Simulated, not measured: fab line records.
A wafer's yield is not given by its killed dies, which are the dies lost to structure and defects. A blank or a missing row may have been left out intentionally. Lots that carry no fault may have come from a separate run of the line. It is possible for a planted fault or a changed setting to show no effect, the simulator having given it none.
fab line records -- flow sky130
record lots=24, wafers=72, last-day=50
route steps=708 shown METAL3@536 VIA3@575 VIA4@657 METAL5@664 PASSIVATION@681
lots that met no fault: taken from a fault-free run of the same line
start-h: the number of hours between the record's first day and the start of the first shown wafer of the lot -- wait-h: hours since the lot's step before -- " repeats the value in the row above -- L1.1+2: one row covering several wafers at once -- - either no value or no given start -- * or withheld: withheld -- < > ~ a bound
route shown NAME@n: NAME is a module with steps in the file, n the number in the route of the first one -- usual: average and standard deviation across the fault-free wafers -- same: alike in all rows -- chamber/n: place in a boat -- sites: the reading at each site -- _std_site: the standard deviation of these -- _edge_site: outer sites' mean less inner sites' -- radius-mm: for every site, how far away it sits from the centre of the wafer -- mask NAME#n: copy n -- behind: tool/chamber where the wafer was last shaped -- hold: why the lot was held/for how many hours/how that ended -- device: which transistor (n, p or np) failed to switch -- end of line: the tests these same wafers got at the end of their route -- for a step that has no rows: nothing shown but its recipe -- killed: the dies lost at the first sort to structure and to defects; this is not the yield of the wafer -- map: per-die view of a wafer (x killed, . not killed, _ where there is no die)
set.NAME: the setting as run; set.NAME@STEP: as run at that earlier step -- model.NAME: the simulator's own value behind a step, which no gauge read
one table for each step of the route and one row for each wafer, over a sample of lots
services: from which hour (start-h, from the record's first day; less than 0 if before it) a tool's chamber was out of use, for how many hours, and why
## steps
# step SKY_METAL3_SPUTTER_04
# recipe material=TiN, target-thk-nm=70, power-w=6500, time-s=58.3, chamber-pressure-pa=0.4
# usual throttle-valve-pct=30.4/1.4
lot.wafer,tool,chamber,start-h,wait-h,throttle-valve-pct
L075.1,pvd-sputter-04,-,847.58,0.0,31.1
L075.5,pvd-sputter-04,-,847.58,0.0,30.7
L075.6,pvd-sputter-04,-,847.58,0.0,32.2
L074.1,pvd-sputter-03,-,848.30,0.0,27.3
L074.5,pvd-sputter-03,-,848.30,0.0,27.3
L074.6,pvd-sputter-03,-,848.30,0.0,29.5
L076.3,pvd-sputter-04,-,857.53,0.0,31.9
L076.4,pvd-sputter-04,-,857.53,0.0,29.4
L076.5,pvd-sputter-04,-,857.53,0.0,30.9
L077.3,pvd-sputter-02,-,861.75,0.0,29.8
L077.4,pvd-sputter-02,-,861.75,0.0,28.8
L077.6,pvd-sputter-02,-,861.75,0.0,30.3
L078.1,pvd-sputter-03,-,867.25,0.0,32.1
L078.2,pvd-sputter-03,-,867.25,0.0,29.7
L078.3,pvd-sputter-03,-,867.25,0.0,30.4
L079.1,pvd-sputter-04,-,879.30,0.0,32.2
L079.2,pvd-sputter-04,-,879.30,0.0,30.7
L079.5,pvd-sputter-04,-,879.30,0.0,30.7
L080.3,pvd-sputter-03,-,886.40,0.0,27.5
L080.4,pvd-sputter-03,-,886.40,0.0,30.1
L080.5,pvd-sputter-03,-,886.40,0.0,27.5
L081.1,pvd-sputter-03,-,908.13,0.0,32.1
L081.3,pvd-sputter-03,-,908.13,0.0,27.3
L081.6,pvd-sputter-03,-,908.13,0.0,30.3
L082.2,pvd-sputter-04,-,912.93,0.0,29.4
L082.3,pvd-sputter-04,-,912.93,0.0,30.9
L082.6,pvd-sputter-04,-,912.93,0.0,30.7
L083.2,pvd-sputter-04,-,913.53,0.0,30.8
L083.4,pvd-sputter-04,-,913.53,0.0,31.4
L083.6,pvd-sputter-04,-,913.53,0.0,29.4
L084.1,pvd-sputter-04,-,922.62,0.0,29.6
L084.4,pvd-sputter-04,-,922.62,0.0,32.0
L084.6,pvd-sputter-04,-,922.62,0.0,31.5
L085.3,pvd-sputter-04,-,925.88,0.0,31.0
L085.5,pvd-sputter-04,-,925.88,0.0,31.5
L085.6,pvd-sputter-04,-,925.88,0.0,32.2
L087.2,pvd-sputter-02,-,952.00,0.0,30.1
L087.5,pvd-sputter-02,-,952.00,0.0,30.1
L087.6,pvd-sputter-02,-,952.00,0.0,29.8
L086.1,pvd-sputter-04,-,953.61,0.0,32.1
L086.3,pvd-sputter-04,-,953.61,0.0,31.4
L086.5,pvd-sputter-04,-,953.61,0.0,30.7
L088.2,pvd-sputter-03,-,955.95,0.0,30.4
L088.3,pvd-sputter-03,-,955.95,0.0,32.0
L088.6,pvd-sputter-03,-,955.95,0.0,32.0
L089.2,pvd-sputter-03,-,966.37,0.0,30.3
L089.5,pvd-sputter-03,-,966.37,0.0,29.9
L089.6,pvd-sputter-03,-,966.37,0.0,30.3
L092.2,pvd-sputter-03,-,968.74,0.0,31.9
L092.4,pvd-sputter-03,-,968.74,0.0,29.7
L092.5,pvd-sputter-03,-,968.74,0.0,27.2
L090.2,pvd-sputter-02,-,970.96,0.0,30.0
L090.3,pvd-sputter-02,-,970.96,0.0,30.4
L090.5,pvd-sputter-02,-,970.96,0.0,30.1
L091.2,pvd-sputter-04,-,972.48,0.0,29.5
L091.4,pvd-sputter-04,-,972.48,0.0,30.9
L091.5,pvd-sputter-04,-,972.48,0.0,30.8
L093.1,pvd-sputter-03,-,976.12,0.0,30.0
L093.2,pvd-sputter-03,-,976.12,0.0,27.4
L093.4,pvd-sputter-03,-,976.12,0.0,27.4
L094.1,pvd-sputter-03,-,982.09,0.0,31.9
L094.2,pvd-sputter-03,-,982.09,0.0,29.8
L094.6,pvd-sputter-03,-,982.09,0.0,27.5
L095.1,pvd-sputter-04,-,990.05,0.0,32.2
L095.2,pvd-sputter-04,-,990.05,0.0,29.5
L095.3,pvd-sputter-04,-,990.05,0.0,31.2
L096.1,pvd-sputter-04,-,999.00,0.0,29.5
L096.2,pvd-sputter-04,-,999.00,0.0,30.6
L096.5,pvd-sputter-04,-,999.00,0.0,31.9
L097.1,pvd-sputter-04,-,1005.50,0.0,29.6
L097.5,pvd-sputter-04,-,1005.50,0.0,29.3
L097.6,pvd-sputter-04,-,1005.50,0.0,31.9
# step SKY_VIA3_CMP_02
# recipe material=SiO2, down-force-psi=4, platen-rpm=60, pad-velocity-m-s=0.94248
# usual motor-current-A=12.7/1
lot.wafer,tool,chamber,start-h,wait-h,motor-current-A
L075.1,cmp-01,2,900.59,0.1,12.4
L075.6,cmp-01,2,900.59,0.1,12.3
L075.5,cmp-01,3,900.59,0.1,11.9
L074.1,cmp-02,1,902.08,0.1,11.5
L074.6,cmp-02,0,902.08,0.1,11.2
L074.5,cmp-02,1,902.08,0.1,11.5
L076.4,cmp-02,3,910.28,0.0,13.4
L076.3,cmp-02,1,910.28,0.0,11.1
L076.5,cmp-02,0,910.28,0.0,12.0
L077.4,cmp-01,0,914.29,0.1,12.7
L077.3,cmp-01,2,914.29,0.1,12.6
L077.6,cmp-01,0,914.29,0.1,13.2
L078.1,cmp-02,3,920.14,0.3,12.8
L078.3,cmp-02,0,920.14,0.3,11.8
L078.2,cmp-02,2,920.14,0.3,13.2
L079.2,cmp-02,1,931.36,0.3,11.5
L079.1,cmp-02,2,931.36,0.3,12.5
L079.5,cmp-02,2,931.36,0.3,12.6
L080.4,cmp-02,3,937.69,0.0,13.7
L080.3,cmp-02,1,937.69,0.0,11.7
L080.5,cmp-02,3,937.69,0.0,13.8
L081.1,cmp-02,2,960.17,0.1,12.3
L081.3,cmp-02,3,960.17,0.1,13.5
L081.6,cmp-02,0,960.17,0.1,11.1
L082.3,cmp-02,3,963.16,0.0,13.1
L082.2,cmp-02,1,963.16,0.0,11.2
L082.6,cmp-02,0,963.16,0.0,11.2
L083.4,cmp-01,3,964.32,0.0,12.4
L083.2,cmp-01,1,964.32,0.0,13.9
L083.6,cmp-01,0,964.32,0.0,13.3
L084.1,cmp-01,1,974.19,0.1,13.5
L084.4,cmp-01,2,974.19,0.1,12.1
L084.6,cmp-01,1,974.19,0.1,14.7
L085.3,cmp-01,0,976.06,0.3,13.1
L085.5,cmp-01,3,976.06,0.3,13.0
L085.6,cmp-01,0,976.06,0.3,13.6
L087.2,cmp-01,1,999.97,0.1,14.2
L087.5,cmp-01,0,999.97,0.1,12.8
L087.6,cmp-01,1,999.97,0.1,14.2
L086.3,cmp-02,3,1001.53,0.0,13.5
L086.1,cmp-02,0,1001.53,0.0,11.9
L086.5,cmp-02,3,1001.53,0.0,13.4
L088.2,cmp-02,1,1003.51,0.1,11.1
L088.3,cmp-02,3,1003.51,0.1,14.2
L088.6,cmp-02,0,1003.51,0.1,11.7
L089.2,cmp-01,0,1014.40,0.0,13.2
L089.5,cmp-01,0,1014.40,0.0,13.4
L089.6,cmp-01,1,1014.40,0.0,13.6
L092.4,cmp-01,1,1016.94,0.0,13.8
L092.2,cmp-01,2,1016.94,0.0,11.5
L092.5,cmp-01,2,1016.94,0.0,12.5
L090.3,cmp-01,1,1018.66,0.1,15.0
L090.2,cmp-01,3,1018.66,0.1,12.7
L090.5,cmp-01,0,1018.66,0.1,13.9
L091.2,cmp-02,2,1020.76,0.0,12.3
L091.4,cmp-02,3,1020.76,0.0,13.5
L091.5,cmp-02,3,1020.76,0.0,14.0
L093.2,cmp-01,1,1023.26,0.0,14.0
L093.1,cmp-01,2,1023.26,0.0,12.0
L093.4,cmp-01,3,1023.26,0.0,12.6
L094.1,cmp-02,0,1029.57,0.1,11.0
L094.2,cmp-02,1,1029.57,0.1,11.4
L094.6,cmp-02,1,1029.57,0.1,11.0
L095.1,cmp-02,2,1037.69,0.1,12.6
L095.2,cmp-02,0,1037.69,0.1,11.8
L095.3,cmp-02,1,1037.69,0.1,11.2
L096.1,cmp-01,2,1045.48,0.1,12.6
L096.2,cmp-01,1,1045.48,0.1,14.1
L096.5,cmp-01,3,1045.48,0.1,12.7
L097.1,cmp-02,3,1054.29,0.1,13.9
L097.6,cmp-02,2,1054.29,0.1,12.4
L097.5,cmp-02,3,1054.29,0.1,14.3
# step SKY_VIA4_CVD_18
# recipe material=W, target-thk-nm=505, time-s=152.14, temp-c=400, pressure-torr=40
# usual heater-power-outer-w=528/34, heater-power-w=885/35
lot.wafer,tool,chamber,start-h,wait-h,heater-power-outer-w,heater-power-w
L075.1,cvd-w-02,0,1000.31,0.0,496,853
L075.5,cvd-w-02,0,1000.31,0.0,505,881
L075.6,cvd-w-02,1,1000.31,0.0,515,899
L074.1,cvd-w-02,1,1002.12,0.0,526,910
L074.5,cvd-w-02,0,1002.12,0.0,504,852
L074.6,cvd-w-02,1,1002.12,0.0,518,911
L076.3,cvd-w-01,0,1009.93,0.1,525,866
L076.4,cvd-w-01,1,1009.93,0.1,599,937
L076.5,cvd-w-01,1,1009.93,0.1,602,940
L077.3,cvd-w-01,1,1013.47,0.1,613,947
L077.4,cvd-w-01,0,1013.47,0.1,524,843
L077.6,cvd-w-01,1,1013.47,0.1,607,921
L078.1,cvd-w-02,1,1019.88,0.0,523,899
L078.2,cvd-w-02,1,1019.88,0.0,524,892
L078.3,cvd-w-02,1,1019.88,0.0,512,897
L079.1,cvd-w-02,0,1030.31,0.0,507,867
L079.2,cvd-w-02,1,1030.31,0.0,515,909
L079.5,cvd-w-02,1,1030.31,0.0,523,886
L080.3,cvd-w-02,1,1035.41,0.1,521,933
L080.4,cvd-w-02,0,1035.41,0.1,489,883
L080.5,cvd-w-02,0,1035.41,0.1,488,871
L081.1,cvd-w-01,0,1057.03,0.0,518,837
L081.3,cvd-w-01,0,1057.03,0.0,512,845
L081.6,cvd-w-01,0,1057.03,0.0,517,856
L082.2,cvd-w-01,0,1059.13,0.1,525,844
L082.3,cvd-w-01,0,1059.13,0.1,522,871
L082.6,cvd-w-01,0,1059.13,0.1,512,865
L083.2,cvd-w-02,0,1060.11,0.0,508,878
L083.4,cvd-w-02,0,1060.11,0.0,484,873
L083.6,cvd-w-02,0,1060.11,0.0,488,872
L084.1,cvd-w-01,1,1068.68,0.0,586,943
L084.4,cvd-w-01,0,1068.68,0.0,526,831
L084.6,cvd-w-01,1,1068.68,0.0,590,894
L085.3,cvd-w-02,0,1071.03,0.1,505,904
L085.5,cvd-w-02,0,1071.03,0.1,497,870
L085.6,cvd-w-02,1,1071.03,0.1,505,902
L087.2,cvd-w-01,0,1092.08,0.0,530,855
L087.5,cvd-w-01,1,1092.08,0.0,593,947
L087.6,cvd-w-01,0,1092.08,0.0,510,843
L086.1,cvd-w-02,0,1093.79,0.0,488,879
L086.3,cvd-w-02,1,1093.79,0.0,515,887
L086.5,cvd-w-02,0,1093.79,0.0,501,890
L088.2,cvd-w-02,0,1095.12,0.0,503,875
L088.3,cvd-w-02,1,1095.12,0.0,505,911
L088.6,cvd-w-02,1,1095.12,0.0,508,906
L089.2,cvd-w-01,0,1105.87,0.0,515,846
L089.5,cvd-w-01,0,1105.87,0.0,517,837
L089.6,cvd-w-01,1,1105.87,0.0,605,905
L092.2,cvd-w-02,1,1107.38,0.0,514,906
L092.4,cvd-w-02,0,1107.38,0.0,502,880
L092.5,cvd-w-02,1,1107.38,0.0,521,887
L090.2,cvd-w-02,0,1109.32,0.0,500,863
L090.3,cvd-w-02,0,1109.32,0.0,491,843
L090.5,cvd-w-02,0,1109.32,0.0,503,876
L091.2,cvd-w-02,1,1111.19,0.0,498,900
L091.4,cvd-w-02,1,1111.19,0.0,518,918
L091.5,cvd-w-02,1,1111.19,0.0,511,870
L093.1,cvd-w-02,0,1112.58,0.0,497,867
L093.2,cvd-w-02,1,1112.58,0.0,525,894
L093.4,cvd-w-02,0,1112.58,0.0,506,903
L094.1,cvd-w-01,0,1116.72,0.0,525,845
L094.2,cvd-w-01,1,1116.72,0.0,596,961
L094.6,cvd-w-01,0,1116.72,0.0,527,836
L095.1,cvd-w-01,0,1125.14,0.0,532,834
L095.2,cvd-w-01,1,1125.14,0.0,596,924
L095.3,cvd-w-01,1,1125.14,0.0,609,950
L096.1,cvd-w-01,0,1131.94,0.0,516,851
L096.2,cvd-w-01,1,1131.94,0.0,585,936
L096.5,cvd-w-01,0,1131.94,0.0,516,853
L097.1,cvd-w-01,1,1137.59,0.0,594,940
L097.5,cvd-w-01,1,1137.59,0.0,595,917
L097.6,cvd-w-01,0,1137.59,0.0,523,839
# step SKY_METAL5_SPUTTER_03
# recipe material=Ti, target-thk-nm=5, power-w=3000, time-s=3.3, chamber-pressure-pa=0.4
# usual throttle-valve-pct=30.4/1.6
lot.wafer,tool,chamber,start-h,wait-h,throttle-valve-pct
L075.1,pvd-sputter-01,-,1001.04,0.0,30.8
L075.5,pvd-sputter-01,-,1001.04,0.0,30.8
L075.6,pvd-sputter-01,-,1001.04,0.0,31.0
L074.1,pvd-sputter-03,-,1002.85,0.0,32.2
L074.5,pvd-sputter-03,-,1002.85,0.0,30.4
L074.6,pvd-sputter-03,-,1002.85,0.0,29.7
L076.3,pvd-sputter-01,-,1010.61,0.0,33.3
L076.4,pvd-sputter-01,-,1010.61,0.0,29.7
L076.5,pvd-sputter-01,-,1010.61,0.0,31.1
L077.3,pvd-sputter-03,-,1014.15,0.0,30.4
L077.4,pvd-sputter-03,-,1014.15,0.0,30.0
L077.6,pvd-sputter-03,-,1014.15,0.0,27.4
L078.1,pvd-sputter-03,-,1020.76,0.0,30.2
L078.2,pvd-sputter-03,-,1020.76,0.0,32.0
L078.3,pvd-sputter-03,-,1020.76,0.0,29.6
L079.1,pvd-sputter-01,-,1031.04,0.0,33.2
L079.2,pvd-sputter-01,-,1031.04,0.0,29.6
L079.5,pvd-sputter-01,-,1031.04,0.0,33.4
L080.3,pvd-sputter-03,-,1036.09,0.0,32.1
L080.4,pvd-sputter-03,-,1036.09,0.0,29.9
L080.5,pvd-sputter-03,-,1036.09,0.0,30.0
L081.1,pvd-sputter-01,-,1057.91,0.0,29.8
L081.3,pvd-sputter-01,-,1057.91,0.0,33.2
L081.6,pvd-sputter-01,-,1057.91,0.0,29.9
L082.2,pvd-sputter-02,-,1059.96,0.0,30.2
L082.3,pvd-sputter-02,-,1059.96,0.0,30.6
L082.6,pvd-sputter-02,-,1059.96,0.0,30.0
L083.2,pvd-sputter-03,-,1060.93,0.0,30.0
L083.4,pvd-sputter-03,-,1060.93,0.0,29.6
L083.6,pvd-sputter-03,-,1060.93,0.0,30.3
L084.1,pvd-sputter-03,-,1069.41,0.0,31.8
L084.4,pvd-sputter-03,-,1069.41,0.0,30.3
L084.6,pvd-sputter-03,-,1069.41,0.0,32.1
L085.3,pvd-sputter-03,-,1071.71,0.0,27.1
L085.5,pvd-sputter-03,-,1071.71,0.0,27.3
L085.6,pvd-sputter-03,-,1071.71,0.0,30.4
L087.2,pvd-sputter-01,-,1092.93,0.0,29.9
L087.5,pvd-sputter-01,-,1092.93,0.0,30.8
L087.6,pvd-sputter-01,-,1092.93,0.0,29.9
L086.1,pvd-sputter-03,-,1094.52,0.0,31.9
L086.3,pvd-sputter-03,-,1094.52,0.0,30.5
L086.5,pvd-sputter-03,-,1094.52,0.0,30.4
L088.2,pvd-sputter-01,-,1095.86,0.0,33.4
L088.3,pvd-sputter-01,-,1095.86,0.0,30.9
L088.6,pvd-sputter-01,-,1095.86,0.0,31.0
L089.2,pvd-sputter-02,-,1106.60,0.0,28.6
L089.5,pvd-sputter-02,-,1106.60,0.0,28.6
L089.6,pvd-sputter-02,-,1106.60,0.0,29.7
L092.2,pvd-sputter-02,-,1108.11,0.0,30.1
L092.4,pvd-sputter-02,-,1108.11,0.0,30.0
L092.5,pvd-sputter-02,-,1108.11,0.0,29.9
L090.2,pvd-sputter-03,-,1110.10,0.0,30.3
L090.3,pvd-sputter-03,-,1110.10,0.0,27.4
L090.5,pvd-sputter-03,-,1110.10,0.0,32.2
L091.2,pvd-sputter-01,-,1111.92,0.0,29.8
L091.4,pvd-sputter-01,-,1111.92,0.0,31.2
L091.5,pvd-sputter-01,-,1111.92,0.0,29.7
L093.1,pvd-sputter-01,-,1113.31,0.0,31.3
L093.2,pvd-sputter-01,-,1113.31,0.0,30.9
L093.4,pvd-sputter-01,-,1113.31,0.0,33.5
L094.1,pvd-sputter-02,-,1117.45,0.0,30.7
L094.2,pvd-sputter-02,-,1117.45,0.0,29.7
L094.6,pvd-sputter-02,-,1117.45,0.0,30.1
L095.1,pvd-sputter-01,-,1125.95,0.0,29.9
L095.2,pvd-sputter-01,-,1125.95,0.0,33.2
L095.3,pvd-sputter-01,-,1125.95,0.0,31.0
L096.1,pvd-sputter-03,-,1132.67,0.0,29.9
L096.2,pvd-sputter-03,-,1132.67,0.0,30.4
L096.5,pvd-sputter-03,-,1132.67,0.0,30.5
L097.1,pvd-sputter-03,-,1138.32,0.0,32.0
L097.5,pvd-sputter-03,-,1138.32,0.0,31.8
L097.6,pvd-sputter-03,-,1138.32,0.0,27.4
# step SKY_METAL5_STRIP_16
# recipe chemistry=O2/N2, power-w=1400, pressure-mtorr=1500, platen-temp-c=withheld, o2-flow-sccm=3000, n2-flow-sccm=300, overash-fraction=0.5
# usual drypump-motor-current-A=6.0/0.36, oes-product-au=0.711/0.0047, strip-time-to-endpoint-s=12.97/0.099
lot.wafer,tool,chamber,start-h,wait-h,drypump-motor-current-A,oes-product-au,rf-hours-counter-h,strip-time-to-endpoint-s
L075.1,plasma-asher-03,1,1023.74,0.2,6.0,0.703,58,13.04
L075.5,plasma-asher-03,0,1023.74,0.2,6.4,0.712,-,12.94
L075.6,plasma-asher-03,1,1023.74,0.2,6.0,0.714,-,13.07
L074.1,plasma-asher-03,1,1025.98,0.2,6.0,0.701,59,12.80
L074.5,plasma-asher-03,0,1025.98,0.2,6.4,0.710,-,12.83
L074.6,plasma-asher-03,1,1025.98,0.2,6.0,0.707,-,12.84
L076.3,plasma-asher-03,1,1033.92,0.1,6.0,0.711,-,13.22
L076.4,plasma-asher-03,0,1033.92,0.1,6.4,0.719,-,13.12
L076.5,plasma-asher-03,0,1033.92,0.1,6.4,0.709,-,13.24
L077.3,plasma-asher-02,1,1037.37,0.1,5.6,0.705,-,13.03
L077.4,plasma-asher-02,0,1037.37,0.1,5.8,0.710,-,12.94
L077.6,plasma-asher-02,0,1037.37,0.1,5.8,0.709,-,12.95
L078.1,plasma-asher-03,1,1043.93,0.2,6.0,0.706,61,12.98
L078.2,plasma-asher-03,0,1043.93,0.2,6.4,0.710,61,12.81
L078.3,plasma-asher-03,1,1043.93,0.2,6.1,0.712,-,13.00
L079.1,plasma-asher-02,1,1053.55,0.2,5.6,0.718,94,12.88
L079.2,plasma-asher-02,0,1053.55,0.2,5.8,0.706,94,13.07
L079.5,plasma-asher-02,0,1053.55,0.2,5.8,0.707,-,12.99
L080.3,plasma-asher-02,1,1058.62,0.1,5.6,0.711,-,12.86
L080.4,plasma-asher-02,0,1058.62,0.1,5.8,0.709,-,13.03
L080.5,plasma-asher-02,1,1058.62,0.1,5.6,0.715,-,13.02
L081.1,plasma-asher-04,1,1079.53,0.2,5.9,0.712,2,12.99
L081.3,plasma-asher-04,1,1079.53,0.2,5.8,0.715,-,13.02
L081.6,plasma-asher-04,1,1079.53,0.2,5.9,0.702,-,12.99
L082.2,plasma-asher-03,0,1081.29,0.2,6.4,0.713,65,12.80
L082.3,plasma-asher-03,0,1081.29,0.2,6.4,0.711,-,12.84
L082.6,plasma-asher-03,1,1081.29,0.2,6.0,0.713,-,12.79
L083.2,plasma-asher-03,1,1082.03,0.2,6.0,0.708,65,13.05
L083.4,plasma-asher-03,1,1082.03,0.2,6.0,0.712,-,13.08
L083.6,plasma-asher-03,0,1082.03,0.2,6.4,0.706,-,13.00
L084.1,plasma-asher-02,0,1090.24,0.2,5.8,0.715,98,12.95
L084.4,plasma-asher-02,1,1090.24,0.2,5.6,0.712,-,12.98
L084.6,plasma-asher-02,0,1090.24,0.2,5.8,0.712,-,12.91
L085.3,plasma-asher-03,0,1092.27,0.1,6.5,0.713,-,12.96
L085.5,plasma-asher-03,0,1092.27,0.1,6.4,0.707,-,13.01
L085.6,plasma-asher-03,1,1092.27,0.1,6.0,0.716,-,12.94
L087.2,plasma-asher-02,0,1112.39,0.2,5.8,0.713,100,13.09
L087.5,plasma-asher-02,0,1112.39,0.2,5.8,0.701,-,13.04
L087.6,plasma-asher-02,1,1112.39,0.2,5.6,0.715,-,13.05
L086.1,plasma-asher-03,1,1114.09,0.2,6.0,0.706,68,13.01
L086.3,plasma-asher-03,0,1114.09,0.2,6.4,0.708,-,13.05
L086.5,plasma-asher-03,1,1114.09,0.2,6.0,0.707,-,13.05
L088.2,plasma-asher-04,1,1115.48,0.2,5.9,0.712,5,13.09
L088.3,plasma-asher-04,0,1115.48,0.2,5.2,0.712,-,13.02
L088.6,plasma-asher-04,0,1115.48,0.2,5.2,0.715,-,13.13
L089.2,plasma-asher-03,1,1126.75,0.2,6.0,0.705,69,12.93
L089.5,plasma-asher-03,0,1126.75,0.2,6.4,0.715,-,12.79
L089.6,plasma-asher-03,1,1126.75,0.2,6.0,0.706,-,12.98
L092.2,plasma-asher-03,0,1128.64,0.2,6.5,0.708,69,12.99
L092.4,plasma-asher-03,1,1128.64,0.2,6.0,0.706,-,12.93
L092.5,plasma-asher-03,1,1128.64,0.2,6.0,0.713,-,13.00
L090.2,plasma-asher-03,1,1129.79,0.2,6.0,0.713,69,13.00
L090.3,plasma-asher-03,0,1129.79,0.2,6.5,0.708,-,12.96
L090.5,plasma-asher-03,1,1129.79,0.2,6.0,0.712,-,12.91
L091.2,plasma-asher-04,0,1131.34,0.2,5.3,0.715,7,13.05
L091.4,plasma-asher-04,0,1131.34,0.2,5.3,0.711,-,12.97
L091.5,plasma-asher-04,0,1131.34,0.2,5.3,0.710,-,13.03
L093.1,plasma-asher-04,1,1132.55,0.2,5.8,0.716,7,12.99
L093.2,plasma-asher-04,0,1132.55,0.2,5.3,0.719,7,12.92
L093.4,plasma-asher-04,0,1132.55,0.2,5.2,0.717,-,12.97
L094.1,plasma-asher-03,0,1136.80,0.2,6.4,0.711,70,12.98
L094.2,plasma-asher-03,1,1136.80,0.2,6.0,0.714,70,13.17
L094.6,plasma-asher-03,0,1136.80,0.2,6.4,0.715,-,13.05
L095.1,plasma-asher-03,1,1144.29,0.2,6.0,0.712,71,12.90
L095.2,plasma-asher-03,0,1144.29,0.2,6.5,0.713,71,12.87
L095.3,plasma-asher-03,0,1144.29,0.2,6.4,0.716,-,12.91
L096.1,plasma-asher-02,1,1151.35,0.2,5.6,0.710,104,13.14
L096.2,plasma-asher-02,0,1151.35,0.2,5.9,0.718,104,13.05
L096.5,plasma-asher-02,1,1151.35,0.2,5.6,0.701,-,13.07
L097.1,plasma-asher-02,0,1156.84,0.2,5.8,0.700,104,12.85
L097.5,plasma-asher-02,0,1156.84,0.2,5.8,0.708,-,12.80
L097.6,plasma-asher-02,1,1156.84,0.2,5.6,0.703,-,12.92
# step SKY_PASSIVATION_CVD_00
# recipe material=SiO2, target-thk-nm=90, temp-c=400, time-s=withheld, rf-w=600
# usual heater-power-outer-w=318/60, heater-power-w=572/77
lot.wafer,tool,chamber,start-h,wait-h,heater-power-outer-w,heater-power-w
L075.1,pecvd-03,1,1024.43,0.0,345,554
L075.5,pecvd-03,2,1024.43,0.0,395,666
L075.6,pecvd-03,0,1024.43,0.0,256,507
L074.1,pecvd-01,0,1026.67,0.0,373,686
L074.5,pecvd-01,0,1026.67,0.0,274,559
L074.6,pecvd-01,0,1026.67,0.0,282,572
L076.3,pecvd-01,0,1034.64,0.0,329,628
L076.4,pecvd-01,1,1034.64,0.0,307,541
L076.5,pecvd-01,0,1034.64,0.0,334,643
L077.3,pecvd-03,2,1037.97,0.0,334,578
L077.4,pecvd-03,0,1037.97,0.0,195,438
L077.6,pecvd-03,2,1037.97,0.0,336,584
L078.1,pecvd-03,0,1044.53,0.0,257,521
L078.2,pecvd-03,1,1044.53,0.0,395,634
L078.3,pecvd-03,2,1044.53,0.0,421,681
L079.1,pecvd-03,2,1054.14,0.0,431,709
L079.2,pecvd-03,1,1054.14,0.0,382,644
L079.5,pecvd-03,1,1054.14,0.0,391,660
L080.3,pecvd-01,1,1059.27,0.0,373,622
L080.4,pecvd-01,0,1059.27,0.0,367,679
L080.5,pecvd-01,1,1059.27,0.0,375,624
L081.1,pecvd-03,1,1080.13,0.0,303,536
L081.3,pecvd-03,0,1080.13,0.0,221,464
L081.6,pecvd-03,0,1080.13,0.0,221,470
L082.2,pecvd-01,1,1081.95,0.0,305,523
L082.3,pecvd-01,0,1081.95,0.0,327,599
L082.6,pecvd-01,1,1081.95,0.0,302,531
L083.2,pecvd-01,1,1083.11,0.0,355,597
L083.4,pecvd-01,1,1083.11,0.0,368,610
L083.6,pecvd-01,2,1083.11,0.0,314,587
L084.1,pecvd-04,1,1090.83,0.0,252,473
L084.4,pecvd-04,0,1090.83,0.0,287,543
L084.6,pecvd-04,2,1090.83,0.0,339,569
L085.3,pecvd-01,1,1092.83,0.0,362,606
L085.5,pecvd-01,1,1092.83,0.0,362,608
L085.6,pecvd-01,2,1092.83,0.0,332,600
L087.2,pecvd-04,2,1112.99,0.0,278,485
L087.5,pecvd-04,2,1112.99,0.0,293,503
L087.6,pecvd-04,2,1112.99,0.0,296,506
L086.1,pecvd-03,1,1114.68,0.0,366,604
L086.3,pecvd-03,2,1114.68,0.0,398,686
L086.5,pecvd-03,2,1114.68,0.0,398,698
L088.2,pecvd-03,1,1116.08,0.0,377,605
L088.3,pecvd-03,0,1116.08,0.0,210,448
L088.6,pecvd-03,2,1116.08,0.0,412,690
L089.2,pecvd-01,2,1127.34,0.0,372,677
L089.5,pecvd-01,2,1127.34,0.0,374,676
L089.6,pecvd-01,1,1127.34,0.0,309,546
L092.2,pecvd-01,0,1129.23,0.0,295,584
L092.4,pecvd-01,1,1129.23,0.0,364,623
L092.5,pecvd-01,2,1129.23,0.0,332,608
L090.2,pecvd-04,2,1130.41,0.0,331,568
L090.3,pecvd-04,1,1130.41,0.0,234,417
L090.5,pecvd-04,1,1130.41,0.0,241,436
L091.2,pecvd-03,1,1131.93,0.0,353,602
L091.4,pecvd-03,2,1131.93,0.0,393,655
L091.5,pecvd-03,0,1131.93,0.0,200,441
L093.1,pecvd-01,2,1133.14,0.0,386,662
L093.2,pecvd-01,0,1133.14,0.0,362,665
L093.4,pecvd-01,2,1133.14,0.0,380,663
L094.1,pecvd-04,1,1137.39,0.0,233,432
L094.2,pecvd-04,0,1137.39,0.0,326,620
L094.6,pecvd-04,1,1137.39,0.0,236,438
L095.1,pecvd-03,2,1144.88,0.0,405,684
L095.2,pecvd-03,1,1144.88,0.0,350,597
L095.3,pecvd-03,0,1144.88,0.0,264,508
L096.1,pecvd-03,0,1151.94,0.0,189,427
L096.2,pecvd-03,1,1151.94,0.0,332,559
L096.5,pecvd-03,1,1151.94,0.0,337,570
L097.1,pecvd-04,1,1157.44,0.0,288,533
L097.5,pecvd-04,2,1157.44,0.0,323,553
L097.6,pecvd-04,1,1157.44,0.0,212,405
## services
tool,chamber,start-h,hours,kind
cmp-02,-,826.05,4.9,pm
cmp-01,-,826.78,2.1,repair
cmp-01,-,849.26,2.6,repair
pvd-sputter-04,-,854.81,2.0,repair
cmp-02,-,856.58,4.0,pm
cmp-02,-,864.50,1.4,repair
cvd-w-01,-,876.97,6.9,pm
cmp-01,-,879.82,3.8,pm
cmp-01,-,891.95,4.6,pm
cvd-w-02,-,904.00,14.0,pm
cmp-02,-,912.00,4.0,pm
cmp-01,-,916.00,20.6,pm
plasma-asher-03,-,918.81,0.8,repair
plasma-asher-03,-,919.86,1.5,repair
cmp-01,-,935.35,0.3,repair
pvd-sputter-04,-,966.36,3.0,repair
cmp-02,-,975.51,3.1,repair
cvd-w-01,-,978.08,2.8,pm
plasma-asher-03,-,1014.03,1.5,repair
cvd-w-02,0,1016.21,4.2,repair
plasma-asher-03,-,1056.49,2.8,pm
cmp-02,-,1147.00,0.4,repair
cvd-w-02,-,1151.10,29.5,repair
plasma-asher-03,-,1151.60,3.1,repair
## key
fault none
